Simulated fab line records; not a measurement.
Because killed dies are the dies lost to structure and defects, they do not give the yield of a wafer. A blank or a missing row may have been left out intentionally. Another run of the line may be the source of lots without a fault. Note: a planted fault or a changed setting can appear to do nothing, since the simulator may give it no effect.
fab line records    flow sfq_line
record lots=14  wafers=42  last_day=77
route steps=325 shown M0@41 I1@85 C5@249 I7@296
lots that met no fault: from a run of the same line without faults
start_h: the number of hours between the record's first day and the start of the first shown wafer of the lot    wait_h: hours since the lot's step before    " unchanged from the row above    L1.1+2: several wafers, shown together as one row    - no value present, or no start provided    * or withheld: withheld    < > ~ a bound
route shown NAME@n: a module of which the file shows steps, and the number in the route of the first    usual: mean/standard deviation taken from wafers without a fault    same: alike in all rows    chamber/n: place in a boat    sites: readings site by site    _std_site: standard deviation of those values    _edge_site: the outer-site mean with the inner-site mean subtracted    radius_mm: how far each site lies from the wafer's centre    mask NAME#n: copy n    behind: the most recent tool/chamber to have shaped the wafer    hold: what put the lot on hold/how long, in hours/how the hold closed    device: transistor that didn't switch, given as n, p or np    end of line: the tests these same wafers got at the end of their route    step lacking rows: just its recipe    killed: not the wafer's yield, but the dies lost to structure and defects at the first sort    map: a wafer's dies, marking killed ones x, the rest . and places with no die _
set.NAME: the setting the step ran with; set.NAME@STEP: the setting that earlier step ran with    model.NAME: the simulator's own value behind a step, which no gauge read
a sample of lots followed through the steps of the route, with each step as a table and each wafer as a row
services: the hour from which a tool's chamber was out of use, counted from the record's first day as start_h (under 0 if before that day), plus the number of hours and why
## steps
# step SFQ_TRILAYER_M0_STRIP_STRIP_025
# recipe gas=O2  power_w=200  platen_temp_c=40  overash_fraction=0.65  chemistry=O2  pressure_mtorr=50
# usual chamber_pressure_mTorr=50.00/0.045  drypump_motor_current_A=5.7/0.42  oes_product_au=1.002/0.012
# same overash_fraction=0.65
lot.wafer  tool          chamber  start_h  wait_h  chamber_pressure_mTorr  drypump_motor_current_A  oes_product_au  rf_hours_counter_h
L631.2     rie_metal-02  1        156.82   0.1     50.05                   5.6                      0.995           5
L631.3     "             1        "        "       50.07                   5.6                      1.002           -
L631.5     "             0        "        "       50.07                   6.3                      1.002           -
L632.2     rie_metal-01  0        166.42   0.1     49.99                   5.0                      1.011           24
L632.4     "             0        "        "       50.04                   5.0                      1.014           -
L632.6     "             1        "        "       49.90                   5.8                      1.022           -
L633.1     rie_metal-01  0        172.42   0.1     50.04                   5.0                      1.005           25
L633.3     "             0        "        "       49.96                   5.0                      1.008           -
L633.6     "             0        "        "       50.07                   5.0                      1.013           -
L635.1     rie_metal-02  0        178.86   0.1     49.97                   6.4                      1.014           200
L635.3     "             1        "        "       50.03                   5.6                      0.994           -
L635.5     "             0        "        "       49.90                   6.4                      1.001           -
L636.1     rie_metal-01  0        183.22   0.1     50.08                   5.0                      1.018           27
L636.2     "             1        "        "       49.94                   5.8                      1.012           10
L636.3     "             0        "        "       50.02                   5.0                      1.001           -
L637.2     rie_metal-02  1        192.01   0.4     50.02                   5.6                      0.971           -
L637.3     "             1        "        "       49.93                   5.6                      0.983           -
L637.5     "             1        "        "       49.91                   5.6                      0.969           -
L638.1     rie_metal-02  1        202.61   0.2     50.01                   5.6                      0.980           16
L638.2     "             1        "        "       49.99                   5.6                      0.983           -
L638.6     "             1        "        "       49.96                   5.6                      0.983           -
L639.3     rie_metal-02  1        215.82   0.2     50.02                   5.6                      0.981           -
L639.4     "             0        "        "       49.97                   6.4                      0.998           -
L639.5     "             0        "        "       50.03                   6.4                      0.990           -
L640.1     rie_metal-01  1        220.42   0.1     49.98                   5.8                      1.006           16
L640.3     "             0        "        "       50.04                   5.0                      1.007           -
L640.6     "             1        "        "       50.05                   5.8                      0.995           -
L643.2     rie_metal-04  0        238.81   0.4     50.04                   6.0                      1.001           -
L643.5     "             0        "        "       49.99                   6.0                      1.007           -
L643.6     "             0        "        "       50.02                   6.0                      1.005           -
L645.1     rie_metal-04  0        250.16   0.2     50.00                   6.0                      1.007           146
L645.5     "             0        "        "       50.06                   6.0                      1.015           -
L645.6     "             0        "        "       50.05                   6.0                      1.010           -
L648.3     rie_metal-01  0        272.87   0.2     50.02                   5.0                      1.015           -
L648.5     "             1        "        "       50.05                   5.8                      0.996           -
L648.6     "             0        "        "       50.07                   5.0                      1.013           -
L652.1     rie_metal-02  0        296.63   0.1     50.04                   6.3                      1.002           18
L652.4     "             0        "        "       50.01                   6.3                      1.009           -
L652.5     "             1        "        "       50.01                   5.6                      1.002           -
L654.2     rie_metal-01  0        312.23   0.1     49.96                   5.0                      1.018           48
L654.5     "             1        "        "       49.98                   5.8                      1.002           -
L654.6     "             0        "        "       50.01                   5.0                      1.016           -
# step SFQ_TRILAYER_I1_VIA_ETCH_VIA_ETCH_052
# recipe target=SiO2  stop_on=Nb  mask_material=PR  taper_deg=20  chemistry=CHF3  target_depth_nm=260  source_w=500  bias_w=80  pressure_mtorr=30  time_s=withheld
# usual chamber_pressure_mTorr=29.999/0.024  drypump_motor_current_A=5.9/0.37  oes_product_au=0.855/0.0052  rf_fwd_power_W=498.2/1.7
lot.wafer  tool         chamber  start_h  wait_h  chamber_pressure_mTorr  drypump_motor_current_A  oes_product_au  rf_fwd_power_W
L631.2     rie_diel-01  3        399.80   0.0     30.005                  5.7                      0.858           499.4
L631.3     "            0        "        "       30.024                  4.8                      0.851           500.9
L631.5     "            3        "        "       29.966                  5.7                      0.855           498.7
L632.2     rie_diel-02  1        409.42   0.0     29.994                  6.2                      0.858           500.8
L632.4     "            2        "        "       30.035                  6.1                      0.855           498.1
L632.6     "            2        "        "       29.999                  6.1                      0.852           497.9
L633.1     rie_diel-03  2        411.80   0.0     29.985                  5.9                      0.844           497.9
L633.3     "            0        "        "       29.996                  6.0                      0.862           497.5
L633.6     "            3        "        "       30.002                  5.2                      0.863           496.3
L635.1     rie_diel-03  3        417.80   0.0     29.992                  5.2                      0.859           499.5
L635.3     "            2        "        "       29.981                  5.9                      0.863           500.5
L635.5     "            1        "        "       30.001                  6.1                      0.856           496.7
L636.1     rie_diel-03  2        428.60   0.0     30.029                  5.9                      0.847           502.7
L636.2     "            1        "        "       30.005                  6.1                      0.858           498.0
L636.3     "            0        "        "       29.985                  6.0                      0.858           499.1
L637.2     rie_diel-03  2        438.20   0.0     30.010                  5.9                      0.849           500.1
L637.3     "            1        "        "       30.036                  6.1                      0.853           501.4
L637.5     "            2        "        "       30.002                  5.9                      0.866           501.1
L638.1     rie_diel-02  1        449.00   0.0     29.977                  6.1                      0.849           496.5
L638.2     "            2        "        "       30.001                  6.1                      0.846           498.7
L638.6     "            2        "        "       29.968                  6.1                      0.862           496.8
L639.3     rie_diel-02  0        461.00   0.0     30.018                  6.0                      0.858           498.8
L639.4     "            0        "        "       29.992                  6.0                      0.859           495.6
L639.5     "            3        "        "       29.957                  5.8                      0.859           497.2
L640.1     rie_diel-03  0        477.68   0.0     30.027                  6.0                      0.854           496.8
L640.3     "            3        "        "       30.004                  5.2                      0.856           495.8
L640.6     "            2        "        "       29.998                  5.9                      0.856           498.9
L643.2     rie_diel-03  1        509.38   0.0     30.069                  6.1                      0.854           497.8
L643.5     "            1        "        "       30.051                  6.1                      0.851           497.0
L643.6     "            0        "        "       30.016                  6.0                      0.850           499.2
L645.1     rie_diel-02  2        526.18   0.0     29.979                  6.1                      0.855           417.4
L645.5     "            2        "        "       30.008                  6.2                      0.844           416.4
L645.6     "            1        "        "       30.054                  6.1                      0.857           419.8
L648.3     rie_diel-02  3        541.78   0.0     30.002                  5.8                      0.848           417.1
L648.5     "            3        "        "       29.988                  5.8                      0.854           417.2
L648.6     "            0        "        "       29.982                  6.0                      0.856           419.8
L652.1     rie_diel-03  3        564.58   0.0     30.017                  5.2                      0.855           498.8
L652.4     "            0        "        "       29.997                  6.0                      0.856           497.5
L652.5     "            0        "        "       29.969                  6.0                      0.854           496.6
L654.2     rie_diel-01  3        575.38   0.0     29.987                  5.7                      0.860           498.7
L654.5     "            0        "        "       30.012                  4.8                      0.853           502.4
L654.6     "            1        "        "       29.938                  5.9                      0.851           498.2
# step SFQ_TRILAYER_C5_STRIP_STRIP_155
# recipe gas=O2  power_w=200  platen_temp_c=40  overash_fraction=0.65  chemistry=O2  pressure_mtorr=50
# usual chamber_pressure_mTorr=50.01/0.04  drypump_motor_current_A=5.6/0.43  oes_product_au=1.009/0.011
# same overash_fraction=0.65
lot.wafer  tool          chamber  start_h  wait_h  chamber_pressure_mTorr  drypump_motor_current_A  oes_product_au  rf_hours_counter_h
L631.2     rie_metal-03  1        1351.21  -       49.93                   5.3                      1.010           141
L631.3     "             1        "        "       49.98                   5.3                      1.008           -
L631.5     "             0        "        "       49.99                   5.1                      1.014           -
L632.2     rie_metal-03  1        1357.62  -       50.00                   5.3                      1.020           142
L632.4     "             1        "        "       49.95                   5.3                      1.015           -
L632.6     "             1        "        "       49.99                   5.3                      1.021           -
L633.1     rie_metal-03  0        1363.58  -       50.00                   5.1                      1.002           152
L633.3     "             0        "        "       50.04                   5.1                      1.022           -
L633.6     "             0        "        "       50.04                   5.1                      1.015           -
L635.1     rie_metal-02  1        1392.80  -       49.97                   5.6                      1.006           51
L635.3     "             1        "        "       50.02                   5.6                      0.997           -
L635.5     "             0        "        "       50.06                   6.3                      1.005           -
L636.1     rie_metal-03  1        1394.00  -       50.01                   5.3                      0.997           148
L636.2     "             0        "        "       50.02                   5.1                      1.014           157
L636.3     "             1        "        "       50.00                   5.3                      1.016           -
L637.2     rie_metal-03  0        1406.00  -       50.00                   5.1                      1.018           160
L637.3     "             1        "        "       50.05                   5.3                      1.003           -
L637.5     "             1        "        "       50.00                   5.3                      1.014           -
L638.1     rie_metal-02  1        1409.60  -       50.03                   5.6                      0.994           54
L638.2     "             0        "        "       49.97                   6.3                      0.999           39
L638.6     "             0        "        "       49.93                   6.3                      1.004           -
L639.3     rie_metal-02  1        1416.00  -       50.07                   5.6                      0.997           -
L639.4     "             1        "        "       49.95                   5.6                      1.001           -
L639.5     "             1        "        "       49.99                   5.6                      0.990           -
L640.1     rie_metal-04  1        1416.80  -       50.01                   5.9                      1.033           147
L640.3     "             1        "        "       49.99                   5.8                      1.023           -
L640.6     "             1        "        "       49.98                   5.8                      1.024           -
L643.2     rie_metal-04  0        1449.75  -       50.01                   6.0                      1.005           170
L643.5     "             1        "        "       50.01                   5.8                      1.015           -
L643.6     "             0        "        "       50.03                   6.0                      0.998           -
L645.1     rie_metal-03  0        1461.75  -       50.02                   5.1                      1.005           2
L645.5     "             1        "        "       50.00                   5.3                      0.992           -
L645.6     "             0        "        "       50.01                   5.1                      1.012           -
L648.3     rie_metal-04  1        1483.15  -       50.03                   5.8                      1.026           -
L648.5     "             1        "        "       50.05                   5.8                      1.020           -
L648.6     "             1        "        "       50.04                   5.8                      1.022           -
L652.1     rie_metal-02  1        1508.05  -       49.97                   5.6                      1.012           73
L652.4     "             0        "        "       50.10                   6.3                      1.000           -
L652.5     "             0        "        "       49.96                   6.4                      1.009           -
L654.2     rie_metal-02  0        1515.25  -       49.94                   6.3                      1.011           56
L654.5     "             0        "        "       49.97                   6.4                      1.011           -
L654.6     "             1        "        "       49.99                   5.6                      1.006           -
# step SFQ_TRILAYER_I7_DEP_PECVD_183
# recipe material=SiO2  temp_c=150  time_s=111.11  pressure_torr=2.4  rf_w=183.3  precursor=SiH4/N2O  target_thk_nm=500
# usual heater_power_w=82/12  rf_fwd_power_W=182.4/0.55  throttle_valve_pct=24.5/1.1
lot.wafer  tool      chamber  start_h  wait_h  heater_power_w  rf_fwd_power_W  throttle_valve_pct
L631.2     pecvd-01  2        1538.88  0.0     82              182.9           22.6
L631.3     "         1        "        "       83              182.1           25.1
L631.5     "         1        "        "       84              183.6           25.3
L632.2     pecvd-01  2        1547.38  0.0     77              182.7           22.6
L632.4     "         2        "        "       81              182.5           22.4
L632.6     "         0        "        "       81              182.2           23.8
L633.1     pecvd-04  2        1551.24  0.0     77              182.5           25.7
L633.3     "         0        "        "       68              182.8           24.7
L633.6     "         0        "        "       70              182.0           24.8
L635.1     pecvd-01  0        1578.58  0.0     85              182.7           23.7
L635.3     "         2        "        "       80              182.2           22.8
L635.5     "         1        "        "       85              182.0           25.3
L636.1     pecvd-04  0        1579.78  0.0     71              182.3           24.9
L636.2     "         1        "        "       62              182.9           26.1
L636.3     "         2        "        "       87              181.5           25.7
L637.2     pecvd-03  1        1588.18  0.0     85              182.9           24.9
L637.3     "         0        "        "       113             182.1           23.3
L637.5     "         0        "        "       116             182.3           22.9
L638.1     pecvd-04  1        1590.99  0.0     66              181.7           26.1
L638.2     "         2        "        "       87              181.2           25.9
L638.6     "         1        "        "       68              182.6           25.8
L639.3     pecvd-03  0        1598.19  0.0     112             181.8           23.2
L639.4     "         0        "        "       98              182.0           23.3
L639.5     "         1        "        "       91              182.8           24.9
L640.1     pecvd-01  0        1599.39  0.0     85              183.2           23.9
L640.3     "         2        "        "       92              182.6           22.7
L640.6     "         0        "        "       82              182.2           23.8
L643.2     pecvd-04  1        1622.19  0.0     75              181.3           26.0
L643.5     "         0        "        "       70              182.5           24.8
L643.6     "         2        "        "       90              182.3           25.5
L645.1     pecvd-01  0        1630.76  0.0     81              181.6           23.7
L645.5     "         1        "        "       81              182.6           25.5
L645.6     "         0        "        "       83              182.3           24.1
L648.3     pecvd-03  0        1647.88  0.0     99              183.1           23.4
L648.5     "         0        "        "       103             182.7           23.5
L648.6     "         2        "        "       78              182.5           24.0
L652.1     pecvd-04  1        1670.48  0.0     72              181.8           25.7
L652.4     "         1        "        "       73              181.8           26.0
L652.5     "         0        "        "       59              182.7           24.7
L654.2     pecvd-03  0        1675.28  0.0     97              181.7           23.7
L654.5     "         1        "        "       90              181.5           25.2
L654.6     "         2        "        "       82              182.0           24.0
## services
tool          chamber  start_h  hours  kind
rie_diel-03   -        133.67   2.8    pm
rie_diel-03   0        136.72   6.3    repair
rie_metal-02  -        231.02   1.4    pm
rie_diel-03   -        268.84   1.2    repair
rie_metal-02  1        271.23   4.4    repair
rie_metal-02  -        333.19   28.1   pm
rie_diel-03   3        358.23   7.3    repair
rie_diel-03   -        369.55   28.1   pm
rie_metal-02  -        384.15   3.0    repair
rie_diel-03   -        418.07   2.6    repair
rie_diel-03   3        420.00   34.7   repair
rie_metal-02  -        533.04   2.8    pm
rie_diel-03   2        583.92   14.9   repair
rie_diel-03   -        678.38   0.4    repair
rie_diel-03   0        734.08   5.2    repair
rie_diel-03   3        912.72   14.6   repair
rie_diel-03   1        943.65   12.2   repair
rie_metal-02  -        1132.49  1.4    repair
rie_metal-02  -        1195.87  4.3    pm
rie_metal-02  0        1201.50  5.2    repair
rie_metal-02  -        1365.36  0.4    repair
rie_metal-02  0        1412.87  8.6    repair
rie_metal-02  -        1561.17  1.3    repair
rie_metal-02  -        1632.57  2.8    pm
## key
first_sign step=SFQ_TRILAYER_I1_VIA_ETCH_VIA_ETCH_052  reading=rf_fwd_power_W  direction=down  sigmas=48  usual=498.2  struck=417.9
effect none on later readings
met_at SFQ_TRILAYER_I1_VIA_ETCH_VIA_ETCH_052
struck_lots L645,L648
not_acting_at SFQ_TRILAYER_M0_STRIP_STRIP_025,SFQ_TRILAYER_C5_STRIP_STRIP_155,SFQ_TRILAYER_I7_DEP_PECVD_183
onset_between 461.00 526.18
fault kind=process_parameter_drift  tool=rie_diel-02  chamber=-  onset_h=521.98  steps=SFQ_TRILAYER_I1_VIA_ETCH_VIA_ETCH_052  channel=source_w  offset=-80  shape=step  end_h=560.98  acts_in=these_recipes_only  stated=500
